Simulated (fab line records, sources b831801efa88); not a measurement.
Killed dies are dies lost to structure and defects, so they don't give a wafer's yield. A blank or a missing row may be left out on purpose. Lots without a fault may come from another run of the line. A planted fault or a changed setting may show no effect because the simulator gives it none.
fab line records | flow sky130
record lots=7 wafers=21 last_day=49
route steps=708 shown POLY_GATE@235 LDD_N@237 PAD_OPEN@708
lots that met no fault: from a run of the same line without faults
start_h: hours from the record's first day to the start of the lot's first wafer shown | wait_h: hours since the lot's step before | " the same as in the row above | L1.1+2: a row that stands for several wafers | - no value, or no start given | * or withheld: withheld | < > ~ a bound
route shown NAME@n: a module of which the file shows steps, and the number in the route of the first | usual: mean/standard deviation of fault-free wafers | same: alike in all rows | chamber/n: place in a boat | sites: the reading at each site | _std_site: their standard deviation | _edge_site: outer sites' mean less inner sites' | radius_mm: how far each site lies from the wafer's centre | mask NAME#n: copy n | behind: the tool/chamber that last shaped the wafer | hold: why the lot was held/for how many hours/how that ended | device: the transistor (n, p or np) that didn't switch | end of line: the same wafers' tests at the end of the route | a step without rows: its recipe alone | killed: dies lost to structure and defects at the first sort, not the wafer's yield | map: a wafer's dies, x killed, . not, _ none there
set.NAME: the setting as run; set.NAME@STEP: as run at that earlier step | model.NAME: the simulator's own value behind a step, which no gauge read
lots at some steps of the route; a table a step, a row a wafer
services: from which hour (start_h, from the record's first day; less than 0 if before it) a tool's chamber was out of use, for how many hours, and why
## steps
# step SKY_POLY_GATE_THK_MEAS_21
# recipe reads=SiO2_of_POLY_GATE_OXIDATION_20
# usual POLY_GATE_OXIDATION_THK=3.99/0.072
# columns lot.wafer tool chamber start_h wait_h POLY_GATE_OXIDATION_THK[nm]
L233.2 film_metro-03 - 386.92 0.0 4.11
L233.3 " - " " 4.14
L233.4 " - " " 4.07
L234.1 film_metro-03 - 395.95 0.0 3.90
L234.3 " - " " 3.96
L234.4 " - " " 3.90
L235.1 film_metro-04 - 408.57 0.0 4.00
L235.5 " - " " 4.04
L235.6 " - " " 4.05
L236.3 film_metro-03 - 416.05 0.0 3.98
L236.4 " - " " 4.00
L236.5 " - " " 3.97
L242.2 film_metro-03 - 473.81 0.0 3.80
L242.4 " - " " 3.85
L242.5 " - " " 3.79
L243.3 film_metro-04 - 483.74 0.0 4.05
L243.4 " - " " 3.96
L243.5 " - " " 3.95
L244.1 film_metro-03 - 531.45 0.0 3.95
L244.4 " - " " 3.97
L244.6 " - " " 3.87
# step SKY_POLY_GATE_CD_MEAS_22
# usual cd_nm=149.4/1.6
# columns lot.wafer tool chamber start_h wait_h cd_nm
L233.2 cd_sem-01 - 387.00 0.1 149.8
L233.3 " - " " 148.6
L233.4 " - " " 151.3
L234.1 cd_sem-02 - 396.01 0.1 147.4
L234.3 " - " " 146.6
L234.4 " - " " 149.9
L235.1 cd_sem-02 - 408.63 0.1 148.0
L235.5 " - " " 150.7
L235.6 " - " " 150.9
L236.3 cd_sem-01 - 416.14 0.1 151.4
L236.4 " - " " 151.5
L236.5 " - " " 151.8
L242.2 cd_sem-01 - 473.89 0.1 147.1
L242.4 " - " " 146.3
L242.5 " - " " 148.3
L243.3 cd_sem-02 - 483.83 0.1 150.2
L243.4 " - " " 151.5
L243.5 " - " " 150.1
L244.1 cd_sem-02 - 531.51 0.1 151.2
L244.4 " - " " 152.5
L244.6 " - " " 149.4
# step SKY_LDD_N_DEHYDRATE_00
# recipe temp_c=200 time_s=60
# step SKY_LDD_N_HMDS_01
# recipe prime_time_s=60 prime_temp_c=120
# step SKY_LDD_N_COAT_02
# recipe resist=NOVOLAK spin_rpm=3000 resist_thk_nm=300
# step SKY_LDD_N_SOFTBAKE_03
# recipe temp_c=90 time_s=60 resist=NOVOLAK
# step SKY_LDD_N_EXPOSE_04
# recipe mask_id=NTM target_cd_nm=840 na=0.6 source_shape=conventional sigma_outer=0.6 dose_mj=110
# step SKY_LDD_N_PEB_05
# recipe temp_c=withheld time_s=* resist=NOVOLAK
# step SKY_LDD_N_DEVELOP_06
# recipe develop_time_s=60 dev_temp_c=23
# step SKY_LDD_N_OVL_MEAS_07
# usual LDD_N_OVL=0.1/1.2
# columns lot.wafer tool chamber start_h wait_h LDD_N_OVL[nm]
L233.2 overlay-02 - 416.54 0.1 1.1
L233.3 " - " " 0.5
L233.4 " - " " 0.8
L234.1 overlay-01 - 425.48 0.1 1.9
L234.3 " - " " 2.6
L234.4 " - " " 1.6
L235.1 overlay-02 - 439.58 0.1 0.7
L235.5 " - " " 1.0
L235.6 " - " " 0.7
L236.3 overlay-01 - 445.89 0.1 0.3
L236.4 " - " " -1.5
L236.5 " - " " 1.0
L242.2 overlay-02 - 504.63 0.1 0.8
L242.4 " - " " -2.5
L242.5 " - " " -2.2
L243.3 overlay-01 - 514.00 0.1 -0.3
L243.4 " - " " -0.4
L243.5 " - " " 1.0
L244.1 overlay-02 - 559.83 0.1 0.7
L244.4 " - " " -1.3
L244.6 " - " " -2.0
# step SKY_LDD_N_IMPLANT_08
# recipe species=As energy_kev=20 dose_cm2=7.5e+13 tilt_deg=withheld rotation_deg=23
# step SKY_LDD_N_IMPLANT_09
# recipe species=As energy_kev=20 dose_cm2=7.5e+13 tilt_deg=withheld rotation_deg=113
# step SKY_LDD_N_IMPLANT_10
# recipe species=As energy_kev=20 dose_cm2=7.5e+13 tilt_deg=withheld rotation_deg=203
# usual implant_ion_amu=75/0
# columns lot.wafer tool chamber start_h wait_h implant_ion_amu model.implant.rp_nm model.implant.drp_nm
L233.2 implanter-03 0 416.90 0.1 75 15.45 7.212
L233.3 " 0 " " 75 15.45 7.212
L233.4 " 0 " " 75 15.45 7.212
L234.1 implanter-04 0 425.81 0.1 75 15.95 7.212
L234.3 " 0 " " 75 15.95 7.212
L234.4 " 0 " " 75 15.95 7.212
L235.1 implanter-03 0 439.91 0.1 75 15.45 7.212
L235.5 " 0 " " 75 15.45 7.212
L235.6 " 0 " " 75 15.45 7.212
L236.3 implanter-01 0 446.26 0.1 75 16.33 7.212
L236.4 " 0 " " 75 16.33 7.212
L236.5 " 0 " " 75 16.33 7.212
L242.2 implanter-01 0 504.99 0.1 31 28.04 12.97
L242.4 " 0 " " 31 28.04 12.97
L242.5 " 0 " " 31 28.04 12.97
L243.3 implanter-01 0 514.37 0.1 31 27.23 12.97
L243.4 " 0 " " 31 27.23 12.97
L243.5 " 0 " " 31 27.23 12.97
L244.1 implanter-03 0 560.16 0.1 31 28.04 12.97
L244.4 " 0 " " 31 28.04 12.97
L244.6 " 0 " " 31 28.04 12.97
# step SKY_LDD_N_IMPLANT_11
# recipe species=As energy_kev=20 dose_cm2=7.5e+13 tilt_deg=withheld rotation_deg=293
# step SKY_LDD_N_IMPLANT_12
# recipe species=BF2 energy_kev=50 dose_cm2=5e+12 tilt_deg=30 rotation_deg=0
# step SKY_LDD_N_IMPLANT_13
# recipe species=BF2 energy_kev=50 dose_cm2=5e+12 tilt_deg=30 rotation_deg=90
# step SKY_LDD_N_IMPLANT_14
# recipe species=BF2 energy_kev=50 dose_cm2=5e+12 tilt_deg=30 rotation_deg=180
# step SKY_LDD_N_IMPLANT_15
# recipe species=BF2 energy_kev=50 dose_cm2=5e+12 tilt_deg=30 rotation_deg=270
# step SKY_LDD_N_STRIP_16
# recipe chemistry=O2/N2 power_w=1400 pressure_mtorr=1500 platen_temp_c=withheld o2_flow_sccm=3000 n2_flow_sccm=300 overash_fraction=0.5
# usual drypump_motor_current_A=5.8/0.49 oes_product_au=0.406/0.0046 strip_time_to_endpoint_s=4.311/0.013
# same overash_fraction=0.5
# columns lot.wafer tool chamber start_h wait_h drypump_motor_current_A oes_product_au rf_hours_counter_h strip_time_to_endpoint_s
L233.2 plasma_asher-02 0 417.77 0.1 5.0 0.414 27 4.327
L233.3 " 0 " " 4.9 0.406 - 4.318
L233.4 " 1 " " 6.2 0.409 - 4.334
L234.1 plasma_asher-01 0 426.71 0.1 5.4 0.418 73 4.318
L234.3 " 1 " " 5.9 0.401 - 4.322
L234.4 " 0 " " 5.4 0.405 - 4.306
L235.1 plasma_asher-01 1 440.81 0.1 5.9 0.409 75 4.300
L235.5 " 1 " " 5.9 0.401 - 4.330
L235.6 " 0 " " 5.4 0.410 - 4.309
L236.3 plasma_asher-01 1 447.15 0.1 5.9 0.405 - 4.306
L236.4 " 0 " " 5.4 0.405 - 4.281
L236.5 " 1 " " 5.9 0.402 - 4.314
L242.2 plasma_asher-04 0 505.86 0.1 6.2 0.403 8 4.224
L242.4 " 1 " " 6.2 0.403 - 4.236
L242.5 " 0 " " 6.3 0.408 - 4.225
L243.3 plasma_asher-01 0 515.26 0.1 5.4 0.412 - 4.232
L243.4 " 1 " " 5.9 0.399 - 4.209
L243.5 " 1 " " 5.9 0.390 - 4.218
L244.1 plasma_asher-04 1 561.06 0.1 6.2 0.414 14 4.225
L244.4 " 1 " " 6.2 0.413 - 4.229
L244.6 " 0 " " 6.3 0.414 - 4.215
# step SKY_LDD_N_TW_MEAS_17
# usual LDD_N_TW=2551/24
# columns lot.wafer tool chamber start_h wait_h LDD_N_TW
L233.2 film_metro-03 - 417.88 0.1 2571
L233.3 " - " " 2583
L233.4 " - " " 2575
L234.1 film_metro-01 - 426.81 0.1 2515
L234.3 " - " " 2510
L234.4 " - " " 2524
L235.1 film_metro-02 - 440.91 0.1 2569
L235.5 " - " " 2562
L235.6 " - " " 2587
L236.3 film_metro-02 - 447.23 0.1 2559
L236.4 " - " " 2569
L236.5 " - " " 2587
L242.2 film_metro-03 - 505.97 0.1 2524
L242.4 " - " " 2505
L242.5 " - " " 2526
L243.3 film_metro-01 - 515.34 0.1 2502
L243.4 " - " " 2506
L243.5 " - " " 2508
L244.1 film_metro-01 - 561.16 0.1 2477
L244.4 " - " " 2481
L244.6 " - " " 2465
# step SKY_PAD_OPEN_PROBE_99
# usual killed_at_M0_to_M3=43/6.8 killed_at_M4_up=3.2/1.7 killed_at_contacts=24/5.6 killed_at_front_end=15/4.7 killed_at_other=0.3/0.59 killed_dies=86/10 killed_on_rim=16/4 killed_open=47/6.8 killed_short=39/6.4
# same gross_dies=492 killed_at_back_side=0
# columns lot.wafer tool chamber start_h wait_h killed_at_M0_to_M3 killed_at_M4_up killed_at_contacts killed_at_front_end killed_at_other killed_dies killed_on_rim killed_open killed_short model.etest.tip_n.rs_ohm_sq model.etest.nfet_01v8_lvt.drive_ua_um model.etest.nfet_01v8_turned.drive_ua_um model.etest.nfet_01v8.drive_ua_um model.etest.sram_nfet_pass.drive_ua_um model.etest.nfet_01v8_swapped.drive_ua_um model.etest.nfet_01v8.r_on_ohm_um model.etest.res_ndiff.rs_ohm_sq
L234.1 prober-02 - 1093.90 0.1 42 2 21 12 1 78 15 43 35 440.7 585.3 515.4 512.9 491.9 513.9 821.6 121.1
L234.3 prober-02 - 1094.00 0.2 46 2 24 9 0 81 22 44 37 441.2 574.9 503.3 506.1 497.8 502.4 837.5 120.7
L234.4 prober-02 - 1094.05 0.2 47 5 23 12 0 87 17 45 42 440.2 574.5 501.7 499.1 484.4 497.8 848.9 120.6
L233.2 prober-01 - 1096.95 0.1 44 5 33 19 0 101 26 58 43 450 572.4 489.4 492.5 474.8 490.9 843.9 118.8
L233.3 prober-01 - 1097.00 0.2 42 1 18 15 0 76 15 41 35 443.9 584.7 508.4 504.2 495.3 514.8 827.3 119.5
L233.4 prober-01 - 1097.05 0.2 48 4 20 25 0 97 17 46 50 443.5 580.4 506.6 509 489 507.6 831 118.5
L235.1 prober-02 - 1103.96 0.1 47 7 30 24 0 108 22 61 47 444.1 581 509.4 507.2 514.2 513 812.5 122.6
L235.5 prober-02 - 1104.16 0.2 44 2 24 13 0 83 17 41 42 438 583.5 507.4 509.7 500.1 510.8 815.2 121.5
L235.6 prober-02 - 1104.21 0.2 41 2 26 15 0 84 20 49 35 444.5 581.1 510 510.8 499.2 505.6 825.7 122
L236.3 prober-01 - 1104.31 0.2 42 0 30 10 3 85 18 41 43 440.5 552.9 486.9 480.9 478.2 482.5 863.1 121.2
L236.4 prober-01 - 1104.36 0.2 59 5 23 13 1 101 14 54 46 437 559.5 488.9 488.3 489 492.1 868.7 120.5
L236.5 prober-01 - 1104.41 0.2 40 4 18 10 0 72 13 46 26 441.1 564 493.2 493.2 478 489.5 863.5 120.7
L242.2 prober-01 - 1144.36 0.1 42 4 30 29 0 105 22 61 44 386.5 627.8 558.2 550.8 530.2 544 814.5 119
L242.4 prober-01 - 1144.46 0.2 33 2 16 13 0 64 13 34 30 387.8 633.8 568.4 557.2 553.9 552.6 796.4 119.3
L242.5 prober-01 - 1144.51 0.2 44 2 29 14 0 89 17 47 42 386.5 624.3 555.5 544.5 542.9 542.4 812.6 119.1
L243.3 prober-02 - 1145.41 0.2 40 0 29 9 0 78 12 42 36 385.3 627.3 555.6 544.6 544.1 542.2 807.2 117.6
L243.4 prober-02 - 1145.46 0.2 50 1 23 11 0 85 14 52 33 386.2 620.6 552.3 542.9 542.8 539 802.2 117.1
L243.5 prober-02 - 1145.51 0.2 45 5 16 13 0 79 11 36 43 387.1 614.4 538.3 530.5 527.2 532 827.2 117.9
L244.1 prober-02 - 1178.66 0.1 55 5 25 15 0 100 16 62 34 387.6 625.4 549 546.9 536.3 541 811.2 119.2
L244.4 prober-02 - 1178.81 0.2 36 4 35 13 0 88 14 44 43 389.2 613.9 540.3 537.4 509.6 529.9 830.3 118.6
L244.6 prober-02 - 1178.91 0.2 43 5 23 18 0 89 16 42 46 386.6 628.1 557.6 548.5 547 539.6 790.1 118.8
# killed by level:class
L234.1 VIA2:geometric_particle:open=9 LI_CONTACT:geometric_particle:open=8 CONTACT:geometric_particle:open=7 VIA3:geometric_particle:open=7 METAL1:geometric_particle:short=6 VIA1:geometric_particle:open=5 METAL2:geometric_particle:short=5 CONTACT:geometric_particle:short=4
L234.3 CONTACT:geometric_particle:open=12 METAL1:geometric_particle:short=7 VIA2:geometric_particle:open=7 VIA2:geometric_particle:short=6 VIA3:geometric_particle:open=5 VIA1:geometric_particle:open=5 METAL2:geometric_particle:short=5 POLY_GATE:geometric_particle:short=4
L234.4 VIA2:geometric_particle:open=11 LI_CONTACT:geometric_particle:open=8 METAL2:geometric_particle:short=6 METAL1:geometric_particle:short=6 CONTACT:geometric_particle:open=5 VIA1:geometric_particle:open=5 VIA3:geometric_particle:open=5 METAL4:geometric_particle:short=5
L233.2 CONTACT:geometric_particle:open=16 VIA1:geometric_particle:open=8 LI_CONTACT:geometric_particle:open=7 FIELD_ISO:geometric_particle:short=6 CONTACT:geometric_particle:short=6 VIA3:geometric_particle:open=6 METAL1:geometric_particle:short=5 VIA1:geometric_particle:short=5
L233.3 VIA1:geometric_particle:open=15 FIELD_ISO:geometric_particle:open=6 LI_CONTACT:geometric_particle:open=6 CONTACT:geometric_particle:open=6 POLY_GATE:geometric_particle:short=5 METAL1:geometric_particle:short=5 VIA2:geometric_particle:short=5 VIA3:geometric_particle:short=4
L233.4 FIELD_ISO:geometric_particle:short=9 VIA3:geometric_particle:open=8 VIA2:geometric_particle:open=7 CONTACT:geometric_particle:short=7 CONTACT:geometric_particle:open=7 METAL1:geometric_particle:short=7 METAL2:geometric_particle:short=7 VIA1:geometric_particle:open=6
L235.1 CONTACT:geometric_particle:open=11 VIA1:geometric_particle:open=11 VIA2:geometric_particle:open=8 VIA3:geometric_particle:open=6 LI_CONTACT:geometric_particle:open=6 LOCAL_INTERCONNECT:geometric_particle:short=6 VIA1:geometric_particle:short=6 FIELD_ISO:geometric_particle:short=5
L235.5 CONTACT:geometric_particle:open=13 METAL1:geometric_particle:short=9 VIA1:geometric_particle:open=8 METAL2:geometric_particle:short=6 VIA2:geometric_particle:short=5 FIELD_ISO:geometric_particle:short=4 POLY_GATE:geometric_particle:open=4 LI_CONTACT:geometric_particle:open=4
L235.6 VIA1:geometric_particle:open=9 CONTACT:geometric_particle:open=9 LI_CONTACT:geometric_particle:open=7 VIA1:geometric_particle:short=6 METAL1:geometric_particle:short=5 METAL2:geometric_particle:short=5 FIELD_ISO:geometric_particle:open=4 VIA2:geometric_particle:short=4
L236.3 VIA1:geometric_particle:open=10 CONTACT:geometric_particle:open=8 LOCAL_INTERCONNECT:geometric_particle:short=7 LI_CONTACT:geometric_particle:open=7 CONTACT:geometric_particle:short=6 VIA3:geometric_particle:open=6 METAL2:geometric_particle:short=6 VIA1:geometric_particle:short=5
L236.4 VIA1:geometric_particle:open=11 VIA2:geometric_particle:open=10 CONTACT:geometric_particle:open=10 METAL2:geometric_particle:short=10 VIA3:geometric_particle:open=9 METAL1:geometric_particle:short=6 POLY_GATE:geometric_particle:short=4 VIA1:geometric_particle:short=4
L236.5 VIA1:geometric_particle:open=9 VIA2:geometric_particle:open=8 CONTACT:geometric_particle:open=8 VIA1:geometric_particle:short=8 LI_CONTACT:geometric_particle:open=4 VIA3:geometric_particle:open=4 METAL1:geometric_particle:short=3 METAL2:geometric_particle:short=3
L242.2 CONTACT:geometric_particle:open=11 VIA2:geometric_particle:open=9 LI_CONTACT:geometric_particle:open=8 FIELD_ISO:geometric_particle:open=7 FIELD_ISO:geometric_particle:short=7 POLY_GATE:geometric_particle:short=7 CONTACT:geometric_particle:short=7 VIA1:geometric_particle:open=7
L242.4 VIA1:geometric_particle:open=8 FIELD_ISO:geometric_particle:open=7 CONTACT:geometric_particle:open=7 CONTACT:geometric_particle:short=5 VIA1:geometric_particle:short=4 VIA2:geometric_particle:open=4 METAL2:geometric_particle:short=4 METAL3:geometric_particle:short=4
L242.5 LI_CONTACT:geometric_particle:open=11 CONTACT:geometric_particle:open=8 VIA1:geometric_particle:short=8 VIA1:geometric_particle:open=7 METAL2:geometric_particle:short=7 VIA2:geometric_particle:open=6 POLY_GATE:geometric_particle:short=5 CONTACT:geometric_particle:short=5
L243.3 CONTACT:geometric_particle:open=11 CONTACT:geometric_particle:short=9 VIA3:geometric_particle:open=9 VIA1:geometric_particle:open=8 LI_CONTACT:geometric_particle:open=5 METAL1:geometric_particle:short=4 VIA2:geometric_particle:open=4 VIA2:geometric_particle:short=4
L243.4 VIA1:geometric_particle:open=15 CONTACT:geometric_particle:open=9 VIA2:geometric_particle:open=8 VIA1:geometric_particle:short=6 VIA3:geometric_particle:open=6 VIA3:geometric_particle:short=5 FIELD_ISO:geometric_particle:open=4 FIELD_ISO:geometric_particle:short=4
L243.5 VIA2:geometric_particle:open=8 VIA3:geometric_particle:open=7 FIELD_ISO:geometric_particle:short=6 VIA3:geometric_particle:short=6 CONTACT:geometric_particle:short=5 METAL1:geometric_particle:short=5 VIA1:geometric_particle:open=5 LOCAL_INTERCONNECT:geometric_particle:short=4
L244.1 VIA3:geometric_particle:open=13 VIA1:geometric_particle:open=12 LI_CONTACT:geometric_particle:open=8 METAL2:geometric_particle:short=8 CONTACT:geometric_particle:open=7 VIA2:geometric_particle:open=7 FIELD_ISO:geometric_particle:open=4 CONTACT:geometric_particle:short=4
L244.4 CONTACT:geometric_particle:open=14 METAL2:geometric_particle:short=10 LI_CONTACT:geometric_particle:open=6 CONTACT:geometric_particle:short=6 VIA1:geometric_particle:open=6 LOCAL_INTERCONNECT:geometric_particle:short=5 METAL4:geometric_particle:short=4 FIELD_ISO:geometric_particle:open=3
L244.6 VIA3:geometric_particle:open=8 VIA1:geometric_particle:open=8 CONTACT:geometric_particle:open=7 CONTACT:geometric_particle:short=7 METAL1:geometric_particle:short=5 METAL2:geometric_particle:short=5 FIELD_ISO:geometric_particle:short=4 POLY_GATE:geometric_particle:short=4
## services
# columns tool chamber start_h hours kind
implanter-01 - 394.89 1.9 repair
implanter-03 - 395.62 2.7 repair
plasma_asher-04 - 421.32 9.0 pm
plasma_asher-04 0 421.32 9.0 vent_cycle
plasma_asher-04 1 421.32 9.0 vent_cycle
implanter-04 - 422.18 2.1 repair
plasma_asher-02 - 429.75 9.1 repair
plasma_asher-04 0 430.32 - clean
plasma_asher-04 1 430.32 - clean
implanter-03 - 430.45 3.2 repair
plasma_asher-02 - 438.90 14.6 pm
plasma_asher-04 - 441.73 4.0 pm
plasma_asher-01 - 458.54 4.7 repair
implanter-04 - 488.53 1.6 repair
plasma_asher-02 - 491.33 10.2 repair
plasma_asher-04 - 503.88 1.1 repair
plasma_asher-01 - 505.72 2.1 repair
## key
first_sign step=SKY_LDD_N_IMPLANT_10 reading=implant_ion_amu direction=down sigmas=99+ usual=75 struck=31
effect step=SKY_LDD_N_STRIP_16 reading=strip_time_to_endpoint_s direction=down sigmas=6.8 usual=* struck=*
effect step=SKY_LDD_N_TW_MEAS_17 reading=LDD_N_TW direction=down sigmas=2.1 usual=2551 struck=2499
model_effect step=SKY_LDD_N_IMPLANT_10 value=implant.rp_nm without=15.78 struck=27.77
model_effect step=SKY_PAD_OPEN_PROBE_99 value=etest.tip_n.rs_ohm_sq without=442.3 struck=387
met_at SKY_LDD_N_IMPLANT_10
struck_wafers L242.2,L242.4,L242.5,L243.3,L243.4,L243.5,L244.1,L244.4,L244.6
tester_left_out L242,L243,L244
onset_between 446.26 504.99
fault kind=wrong_recipe_download tool=implanter-01,implanter-03,implanter-04 chamber=- onset_h=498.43 steps=SKY_LDD_N_IMPLANT_10 wrong_recipe.not_listed=1
# tester_left_out: of these lots the tester's yield and bins aren't shown, on N5 and GAA mostly nor the transistor test; their killed dies are dies lost to structure and defects alone, not to doping, threshold or leakage, so they don't give the yield
